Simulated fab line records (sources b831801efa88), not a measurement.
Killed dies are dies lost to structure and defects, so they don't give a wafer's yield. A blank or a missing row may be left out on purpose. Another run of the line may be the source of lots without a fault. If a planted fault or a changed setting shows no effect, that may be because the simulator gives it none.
Struck lot and sound lot, side by side	flow sfq_line	6 steps out of a route of 325
Sound: these wafers, L822.3, L822.4, L822.5. Struck: wafers L834.2, L834.5 (left out: L834.6, a lot-mate that was not struck); the cause follows at the end.
Per side, at each step with rows, come the tool, then ch with its chambers, and then its first start. Under that, the readings that differ: sound wafers	struck wafers	difference of the means	sigmas: that difference in standard deviations of wafers without a fault.
alike: readings with means less than 2 such deviations apart, plus words and numbers identical on both sides. not compared: withheld readings, readings lacking a value on some wafer, bounds such as >300 that could conceal the same value, and numbers that have no deviation in the record and whose values overlap.
A row with sigmas, a row that says differs or no value, or rows on one side alone: a step with any of these is where the two part. Non-overlapping numbers with no deviation appear without sigmas and do not part them. A reading missing from all wafers of one side parts the sides only when that side holds two or more wafers.

SFQ_INCOMING_BOW_MEAS_900:
  sound: film_metro-04 at day 1 10:02; struck: film_metro-04 at day 3 22:01
  alike: INCOMING_BOW
then, 1 step without rows for these wafers: SFQ_TRILAYER_INCOMING_OXIDATION_002 (target thk 500 nm, ox time 4939 s).
SFQ_TRILAYER_L0_DEP_SPUTTER_003: material MoNx KI, target thk 40 nm, time 100 s.
  sound: pvd_sputter-03 at day 1 12:29; struck: pvd_sputter-03 at day 4 00:29
reading	sound	struck	difference	sigmas
throttle_valve_pct (%)	28.2 29.4 29.7	32.1 32.3	+3.1	+3
SFQ_L0_RS_MEAS_901: measurement is done with a four-point probe.
  sound: film_metro-04 at day 1 12:36; struck: film_metro-04 at day 4 00:35
reading	sound	struck	difference	sigmas
L0_MONX_KI_RS (ohm/sq)	43.5 43.2 43.5	45.5 45.0	+1.9	+5
SFQ_L0_THK_MEAS_902: measures by xrf.
  sound: film_metro-04 at day 1 12:42; struck: film_metro-04 at day 4 00:41
reading	sound	struck	difference	sigmas
L0_MONX_KI_THK (nm)	39.1 39.6 39.4	37.8 38.1	-1.4	-3
then, 1 step without rows for these wafers: SFQ_TRILAYER_L0_LITHO_COAT_010 (resist thk 62 nm).

## WHERE THEY PART
At SFQ_TRILAYER_L0_DEP_SPUTTER_003 first; at SFQ_L0_THK_MEAS_902 last (within this record only).

WHY: the cause the simulator had injected
Site profile drift: pvd_sputter-03, from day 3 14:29 on, at SFQ_TRILAYER_L0_DEP_SPUTTER_003. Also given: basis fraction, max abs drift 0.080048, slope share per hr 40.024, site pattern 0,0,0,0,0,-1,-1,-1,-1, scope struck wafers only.
